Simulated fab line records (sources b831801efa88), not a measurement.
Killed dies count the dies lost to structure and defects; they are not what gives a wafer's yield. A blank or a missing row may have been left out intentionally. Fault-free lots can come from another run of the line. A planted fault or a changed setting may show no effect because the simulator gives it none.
fab line records ; flow sky130 ; part 2 of 2: steps 35 to 46 of 46
record lots=5; wafers=15; last_day=50
route steps=708 shown PWDE@84 VT_ADJUST_HVTP@85 VT_ADJUST_LVTN@97 VT_ADJUST_NCORE@119
lots untouched by any fault: they come from a run of this same line in which no faults occurred
start_h: hours from the record's first day to the start of the lot's first wafer shown ; wait_h: hours elapsed since this lot's preceding step ; " as in the row above ; L1.1+2: one row covering several wafers at once ; - no value, or no start was given ; * or withheld: withheld ; < > ~ a bound
route shown NAME@n: NAME is a module with steps in the file, n the number in the route of the first one ; usual: the fault-free wafers' mean and standard deviation ; same: alike in all rows ; chamber/n: place in a boat ; sites: each site's reading ; _std_site: the standard deviation of these ; _edge_site: inner sites' mean taken away from outer sites' mean ; radius_mm: how far each site lies from the wafer's centre ; mask NAME#n: copy n ; behind: tool/chamber where the wafer was last shaped ; hold: the reason the lot was held/the length of the hold in hours/how it ended ; device: transistor that didn't switch, given as n, p or np ; end of line: the tests these same wafers got at the end of their route ; a step with no rows: only its recipe ; killed: dies lost to structure and defects at the first sort, not the wafer's yield ; map: the dies of a wafer, with x for killed, . for not killed, _ for no die there
set.NAME: setting as actually run; set.NAME@STEP: the setting as run at that earlier step ; model.NAME: the simulator's own value behind a step, which no gauge read
a table for each step, a row for each wafer; lots at some steps of the route
services: when a tool's chamber went out of use (start_h, in hours from the record's first day, below 0 if earlier), for how many hours, and the reason
## steps
# step SKY_VT_ADJUST_LVTN_TW_MEAS_21
# usual VT_ADJUST_LVTN_2_TW=187.8/1.5
lot.wafer;tool;chamber;start_h;wait_h;VT_ADJUST_LVTN_2_TW
L074.2;film_metro-04;-;161.63;0.1;189.0
L074.3;film_metro-04;-;161.63;0.1;188.6
L074.6;film_metro-04;-;161.63;0.1;189.1
L075.2;film_metro-04;-;168.27;0.1;188.3
L075.3;film_metro-04;-;168.27;0.1;188.1
L075.4;film_metro-04;-;168.27;0.1;188.1
L085.4;film_metro-03;-;237.90;0.1;185.5
L085.5;film_metro-03;-;237.90;0.1;185.8
L085.6;film_metro-03;-;237.90;0.1;185.8
L093.1;film_metro-02;-;295.47;0.1;187.7
L093.3;film_metro-02;-;295.47;0.1;188.9
L093.5;film_metro-02;-;295.47;0.1;188.5
L095.2;film_metro-02;-;308.03;0.1;186.9
L095.4;film_metro-02;-;308.03;0.1;188.0
L095.5;film_metro-02;-;308.03;0.1;188.6
# step SKY_VT_ADJUST_NCORE_DEHYDRATE_00
# recipe temp_c=200; time_s=60
lot.wafer;tool;chamber;start_h;wait_h
L074.2+3+6;litho_track-02;0;171.20;9.6
L075.2+3+4;litho_track-02;0;177.70;9.4
L085.4+5+6;litho_track-01;0;248.53;10.6
L093.1+3+5;litho_track-01;0;308.06;12.6
L095.2+4+5;litho_track-01;0;319.08;11.0
# step SKY_VT_ADJUST_NCORE_HMDS_01
# recipe prime_time_s=60; prime_temp_c=120
lot.wafer;tool;chamber;start_h;wait_h
L074.2+3+6;litho_track-02;0;171.35;0.1
L075.2+3+4;litho_track-02;0;177.85;0.1
L085.4+5+6;litho_track-01;0;248.68;0.1
L093.1+3+5;litho_track-01;0;308.21;0.1
L095.2+4+5;litho_track-01;0;319.23;0.1
# step SKY_VT_ADJUST_NCORE_COAT_02
# recipe resist=NOVOLAK; spin_rpm=3000; resist_thk_nm=1140
lot.wafer;tool;chamber;start_h;wait_h
L074.2+3+6;litho_track-02;0;171.50;0.1
L075.2+3+4;litho_track-02;0;178.00;0.1
L085.4+5+6;litho_track-01;0;248.83;0.1
L093.1+3+5;litho_track-01;0;308.36;0.1
L095.2+4+5;litho_track-01;0;319.38;0.1
# step SKY_VT_ADJUST_NCORE_SOFTBAKE_03
# recipe temp_c=90; time_s=60; resist=NOVOLAK
lot.wafer;tool;chamber;start_h;wait_h
L074.2+3+6;litho_track-02;0;171.65;0.1
L075.2+3+4;litho_track-02;0;178.15;0.1
L085.4+5+6;litho_track-01;0;248.98;0.1
L093.1+3+5;litho_track-01;0;308.51;0.1
L095.2+4+5;litho_track-01;0;319.53;0.1
# step SKY_VT_ADJUST_NCORE_EXPOSE_04
# recipe mask_id=LVTN_COMPLEMENT_THIN; na=0.6; source_shape=conventional; sigma_outer=0.6; polarization=unpolarized; target_cd_nm=380; dose_mj=139
lot.wafer;tool;chamber;start_h;wait_h;mask
L074.2+3+6;iline_stepper-02;0;-;-;LVTN_COMPLEMENT_THIN#0
L075.2+3+4;iline_stepper-02;0;-;-;LVTN_COMPLEMENT_THIN#0
L085.4+5+6;iline_stepper-01;0;-;-;LVTN_COMPLEMENT_THIN#0
L093.1+3+5;iline_stepper-01;0;-;-;LVTN_COMPLEMENT_THIN#0
L095.2+4+5;iline_stepper-01;0;-;-;LVTN_COMPLEMENT_THIN#0
# step SKY_VT_ADJUST_NCORE_PEB_05
# recipe temp_c=withheld; time_s=*; resist=NOVOLAK
lot.wafer;tool;chamber;start_h;wait_h
L074.2+3+6;litho_track-02;0;-;-
L075.2+3+4;litho_track-01;0;-;-
L085.4+5+6;litho_track-01;0;-;-
L093.1+3+5;litho_track-02;0;-;-
L095.2+4+5;litho_track-02;0;-;-
# step SKY_VT_ADJUST_NCORE_DEVELOP_06
# recipe resist=NOVOLAK; developer=TMAH; develop_time_s=60; dev_temp_c=23
# usual developer_temp_C=23.00/0.097
lot.wafer;tool;chamber;start_h;wait_h;developer_temp_C
L074.2;litho_track-02;0;181.90;0.1;23.07
L074.3;litho_track-02;0;181.90;0.1;23.15
L074.6;litho_track-02;0;181.90;0.1;23.11
L075.2;litho_track-01;0;187.68;0.1;23.20
L075.3;litho_track-01;0;187.68;0.1;23.04
L075.4;litho_track-01;0;187.68;0.1;22.92
L085.4;litho_track-01;0;261.38;0.1;23.08
L085.5;litho_track-01;0;261.38;0.1;23.07
L085.6;litho_track-01;0;261.38;0.1;22.97
L093.1;litho_track-02;0;319.47;0.1;22.87
L093.3;litho_track-02;0;319.47;0.1;22.82
L093.5;litho_track-02;0;319.47;0.1;22.83
L095.2;litho_track-02;0;332.45;0.1;22.90
L095.4;litho_track-02;0;332.45;0.1;22.99
L095.5;litho_track-02;0;332.45;0.1;22.88
# step SKY_VT_ADJUST_NCORE_CD_MEAS_07
# recipe target_cd_nm=380
# usual cd_nm=380.3/2.6
lot.wafer;tool;chamber;start_h;wait_h;cd_nm
L074.2;cd_sem-02;-;182.04;0.1;379.9
L074.3;cd_sem-02;-;182.04;0.1;380.7
L074.6;cd_sem-02;-;182.04;0.1;382.2
L075.2;cd_sem-02;-;187.83;0.1;379.4
L075.3;cd_sem-02;-;187.83;0.1;379.5
L075.4;cd_sem-02;-;187.83;0.1;376.7
L085.4;cd_sem-02;-;261.52;0.1;380.9
L085.5;cd_sem-02;-;261.52;0.1;382.1
L085.6;cd_sem-02;-;261.52;0.1;381.0
L093.1;cd_sem-02;-;319.62;0.1;384.2
L093.3;cd_sem-02;-;319.62;0.1;385.3
L093.5;cd_sem-02;-;319.62;0.1;384.2
L095.2;cd_sem-02;-;332.59;0.1;376.5
L095.4;cd_sem-02;-;332.59;0.1;378.9
L095.5;cd_sem-02;-;332.59;0.1;376.9
# step SKY_VT_ADJUST_NCORE_OVL_MEAS_08
# usual VT_ADJUST_NCORE_OVL=-0.5/1.5
lot.wafer;tool;chamber;start_h;wait_h;VT_ADJUST_NCORE_OVL[nm]
L074.2;overlay-02;-;182.15;0.1;-1.6
L074.3;overlay-02;-;182.15;0.1;-1.9
L074.6;overlay-02;-;182.15;0.1;-1.7
L075.2;overlay-02;-;187.93;0.1;2.3
L075.3;overlay-02;-;187.93;0.1;2.7
L075.4;overlay-02;-;187.93;0.1;1.3
L085.4;overlay-02;-;261.60;0.1;-0.3
L085.5;overlay-02;-;261.60;0.1;-0.7
L085.6;overlay-02;-;261.60;0.1;-1.2
L093.1;overlay-01;-;319.74;0.1;-1.4
L093.3;overlay-01;-;319.74;0.1;-1.1
L093.5;overlay-01;-;319.74;0.1;0.9
L095.2;overlay-02;-;332.70;0.1;-3.7
L095.4;overlay-02;-;332.70;0.1;-0.5
L095.5;overlay-02;-;332.70;0.1;-0.9
# step SKY_VT_ADJUST_NCORE_IMPLANT_09
# recipe species=B; energy_kev=10; dose_cm2=2.4e+12; tilt_deg=withheld
lot.wafer;tool;chamber;start_h;wait_h
L074.2+3+6;implanter-02;0;182.21;0.0
L075.2+3+4;implanter-04;0;187.99;0.0
L085.4+5+6;implanter-01;0;261.69;0.1
L093.1+3+5;implanter-02;0;319.78;0.0
L095.2+4+5;implanter-02;0;332.75;0.0
# step SKY_VT_ADJUST_NCORE_STRIP_10
# recipe chemistry=O2/N2; power_w=1400; pressure_mtorr=1500; platen_temp_c=withheld; o2_flow_sccm=3000; n2_flow_sccm=300; overash_fraction=0.5
# usual drypump_motor_current_A=5.7/0.33; oes_product_au=0.716/0.0044; strip_time_to_endpoint_s=14.20/0.039
lot.wafer;tool;chamber;start_h;wait_h;drypump_motor_current_A;oes_product_au;rf_hours_counter_h;strip_time_to_endpoint_s
L074.2;plasma_asher-04;0;182.33;0.1;5.8;0.716;6;14.15
L074.3;plasma_asher-04;0;182.33;0.1;5.8;0.717;-;14.14
L074.6;plasma_asher-04;0;182.33;0.1;5.8;0.718;-;14.16
L075.2;plasma_asher-02;0;188.11;0.1;5.9;0.710;50;14.23
L075.3;plasma_asher-02;1;188.11;0.1;5.1;0.721;-;14.26
L075.4;plasma_asher-02;0;188.11;0.1;5.8;0.705;-;14.24
L085.4;plasma_asher-02;1;261.80;0.1;5.1;0.718;-;14.19
L085.5;plasma_asher-02;1;261.80;0.1;5.1;0.719;-;14.13
L085.6;plasma_asher-02;0;261.80;0.1;5.8;0.719;-;14.17
L093.1;plasma_asher-02;0;319.93;0.1;5.9;0.708;63;14.21
L093.3;plasma_asher-02;0;319.93;0.1;5.9;0.722;-;14.20
L093.5;plasma_asher-02;1;319.93;0.1;5.1;0.728;-;14.16
L095.2;plasma_asher-03;0;332.88;0.1;5.8;0.722;64;14.16
L095.4;plasma_asher-03;1;332.88;0.1;5.5;0.717;-;14.20
L095.5;plasma_asher-03;1;332.88;0.1;5.5;0.713;-;14.16
## services
tool;chamber;start_h;hours;kind
implanter-04;-;90.97;4.8;pm
implanter-02;-;96.13;5.2;pm
implanter-03;-;99.69;4.4;pm
plasma_asher-04;-;108.75;9.0;pm
implanter-03;-;111.99;2.8;repair
plasma_asher-03;-;113.14;3.2;repair
iline_stepper-01;-;120.23;8.9;pm
implanter-03;-;129.77;2.6;repair
plasma_asher-01;-;143.46;2.8;pm
implanter-04;-;148.08;1.8;repair
iline_stepper-01;-;149.11;2.1;pm
implanter-03;-;149.36;1.0;repair
implanter-03;-;152.90;1.1;repair
iline_stepper-02;-;162.82;1.7;pm
plasma_asher-03;-;175.67;2.1;repair
iline_stepper-01;-;177.28;4.3;pm
implanter-01;-;201.92;2.3;repair
iline_stepper-01;-;214.56;4.7;repair
implanter-03;-;220.95;3.0;repair
implanter-03;-;246.43;6.0;repair
plasma_asher-01;-;264.31;7.3;repair
implanter-03;-;281.86;1.6;repair
plasma_asher-01;-;282.63;1.5;repair
iline_stepper-01;-;304.35;1.7;pm
